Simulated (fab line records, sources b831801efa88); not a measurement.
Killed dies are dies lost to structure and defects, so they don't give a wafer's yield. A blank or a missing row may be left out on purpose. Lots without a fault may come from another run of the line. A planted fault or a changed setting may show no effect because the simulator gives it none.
A struck lot beside a sound one | flow sky130 | 35 steps out of a route of 708
Sound: wafers L322.3, L322.4, L322.5. Struck: wafers L331.3, L331.5, L331.6. The cause comes at the end.
At each step with rows: each side's tool, then ch and its chambers, then its first start. Under that, the readings that differ: sound wafers | struck wafers | difference of the means | sigmas: that difference in standard deviations of wafers without a fault.
alike: readings whose means differ by less than 2 such deviations, and words and numbers that are the same on both sides. not compared: withheld readings, readings that some wafer has no value for, bounds like >300 that may hide the same value, and numbers for which the record gives no deviation and whose values overlap.
The two part at a step that has a row with sigmas, a row that says differs or no value, or rows on one side only. Numbers that don't overlap but have no deviation are shown without sigmas and don't part them. A reading that every wafer of one side lacks parts them only if that side has two wafers or more.

SKY_SD_P_CD_MEAS_07: target cd 380 nm.
  sound on cd_sem-01, day 26 10:06; struck on cd_sem-01, day 29 13:52
  alike: cd_nm
SKY_SD_P_OVL_MEAS_08:
  sound on overlay-01, day 26 10:11; struck on overlay-01, day 29 13:57
  alike: SD_P_OVL
then, 1 step without rows for these wafers: SKY_SD_P_IMPLANT_09.
SKY_SD_P_STRIP_10: strips in O2/N2.
  sound on plasma_asher-04 ch 0,1, day 26 10:24; struck on plasma_asher-04 ch 0,1, day 29 14:10
  alike: drypump_motor_current_A, oes_product_au, strip_time_to_endpoint_s
  not compared: rf_hours_counter_h
SKY_SD_P_TW_MEAS_11:
  sound on film_metro-01, day 26 10:29; struck on film_metro-01, day 29 14:15
  alike: SD_P_TW
then, 7 steps without rows for these wafers: SKY_RES_XHIGH_DEHYDRATE_00 (time 60 s); SKY_RES_XHIGH_HMDS_01 (prime time 60 s); SKY_RES_XHIGH_COAT_02 (resist thk 1140 nm); SKY_RES_XHIGH_SOFTBAKE_03 (time 60 s); SKY_RES_XHIGH_EXPOSE_04 (exposes mask URPM, target cd 1270 nm); SKY_RES_XHIGH_PEB_05; SKY_RES_XHIGH_DEVELOP_06 (develop time 60 s).
SKY_RES_XHIGH_IMPLANT_07:
  sound on implanter-01 ch 0, day 27 15:22; struck on implanter-01 ch 0, day 30 19:13
  reading                   | sound             | struck            | difference | sigmas
  implant_ion_amu           | 49 49 49          | 11 11 11          | -38        |
  model.implant.rp_nm (nm)  | 16.88 16.88 16.88 | 63.09 63.09 63.09 | +46.21     |
  model.implant.drp_nm (nm) | 9.746 9.746 9.746 | 28.3 28.3 28.3    | +18.6      |
  alike: beam_on_s
SKY_RES_XHIGH_STRIP_08: strips in O2/N2.
  sound on plasma_asher-02 ch 0,1, day 27 15:30; struck on plasma_asher-01 ch 0,1, day 30 19:20
  reading                      | sound             | struck            | difference | sigmas
  strip_time_to_endpoint_s (s) | 14.23 14.26 14.26 | 14.16 14.22 14.14 | -0.08      | -2
  alike: drypump_motor_current_A, oes_product_au
  not compared: rf_hours_counter_h
SKY_RES_XHIGH_TW_MEAS_09:
  sound on film_metro-03, day 27 15:35; struck on film_metro-01, day 30 19:26
  reading      | sound          | struck         | difference | sigmas
  RES_XHIGH_TW | 1662 1662 1658 | 1065 1068 1067 | -594       | -50
then, 7 steps without rows for these wafers: SKY_SD_N_DEHYDRATE_00 (time 60 s); SKY_SD_N_HMDS_01 (prime time 60 s); SKY_SD_N_COAT_02 (resist thk 1140 nm); SKY_SD_N_SOFTBAKE_03 (time 60 s); SKY_SD_N_EXPOSE_04 (exposes mask NSDM, target cd 380 nm); SKY_SD_N_PEB_05; SKY_SD_N_DEVELOP_06 (develop time 60 s).
SKY_SD_N_CD_MEAS_07: target cd 380 nm.
  sound on cd_sem-01, day 28 20:34; struck on cd_sem-01, day 32 00:13
  alike: cd_nm
SKY_SD_N_OVL_MEAS_08:
  sound on overlay-02, day 28 20:39; struck on overlay-01, day 32 00:18
  alike: SD_N_OVL
then, 2 steps without rows for these wafers: SKY_SD_N_IMPLANT_09; SKY_SD_N_IMPLANT_10.
SKY_SD_N_STRIP_11: strips in O2/N2.
  sound on plasma_asher-04 ch 0,1, day 28 21:01; struck on plasma_asher-02 ch 0,1, day 32 00:40
  alike: drypump_motor_current_A, oes_product_au, strip_time_to_endpoint_s
  not compared: rf_hours_counter_h
SKY_SD_N_TW_MEAS_12:
  sound on film_metro-01, day 28 21:05; struck on film_metro-03, day 32 00:45
  reading | sound          | struck         | difference | sigmas
  SD_N_TW | 4004 3985 3992 | 4058 4059 4074 | +70        | +2
then, 1 step without rows for these wafers: SKY_SD_N_CLEAN_13 (cleans in SC1/SC2, time 150 s).
SKY_SD_N_RTA_14: time 2 s.
  sound on rtp_anneal-01 ch 0, day 28 21:12; struck on rtp_anneal-02 ch 0, day 32 00:51
  alike: lamp_power_pct, wafer_temp_C_max
SKY_SD_N_RS_MEAS_16: measures by four-point-probe.
  sound on film_metro-03, day 28 21:24; struck on film_metro-01, day 32 01:03
  alike: SD_N_RS
SKY_SD_N_RS_MEAS_17: measures by four-point-probe.
  sound on film_metro-03, day 28 21:31; struck on film_metro-01, day 32 01:10
  alike: SD_P_RS
SKY_SD_N_RS_MEAS_18: measures by four-point-probe.
  sound on film_metro-03, day 28 21:38; struck on film_metro-01, day 32 01:17
  reading               | sound             | struck            | difference | sigmas
  RES_XHIGH_RS (ohm/sq) | 334.5 334.3 333.0 | 259.2 260.0 259.0 | -74.5      | -53
then, 1 step without rows for these wafers: SKY_SALICIDE_CLEAN_00 (cleans in HF-last, time 30 s).
-- the record jumps here: 17 days lie between the struck wafers' starts before and after (it left off in module SALICIDE and takes up again in module PAD_OPEN, whose first step shown is number 708 of the route) --
SKY_PAD_OPEN_PROBE_99:
  sound on prober-01, day 46 22:58; struck on prober-02, day 49 02:58
  reading                              | sound          | struck         | difference | sigmas
  model.etest.res_xhigh_po.line_ohm_um | 5604 5560 5664 | 4867 4943 4927 | -697       |
  model.etest.res_xhigh_po.rs_ohm_sq   | 1961 1916 2000 | 1702 1722 1721 | -244       |
  alike: killed_at_M0_to_M3, killed_at_M4_up, killed_at_contacts, killed_at_front_end, killed_at_other, killed_dies, killed_open, killed_short

WHERE THEY PART
First at SKY_RES_XHIGH_STRIP_08; last, within this record, at SKY_SD_N_RS_MEAS_18. Later steps at which nothing parts them and some readings are alike: SKY_PAD_OPEN_PROBE_99.

WHY: what the simulator had put in
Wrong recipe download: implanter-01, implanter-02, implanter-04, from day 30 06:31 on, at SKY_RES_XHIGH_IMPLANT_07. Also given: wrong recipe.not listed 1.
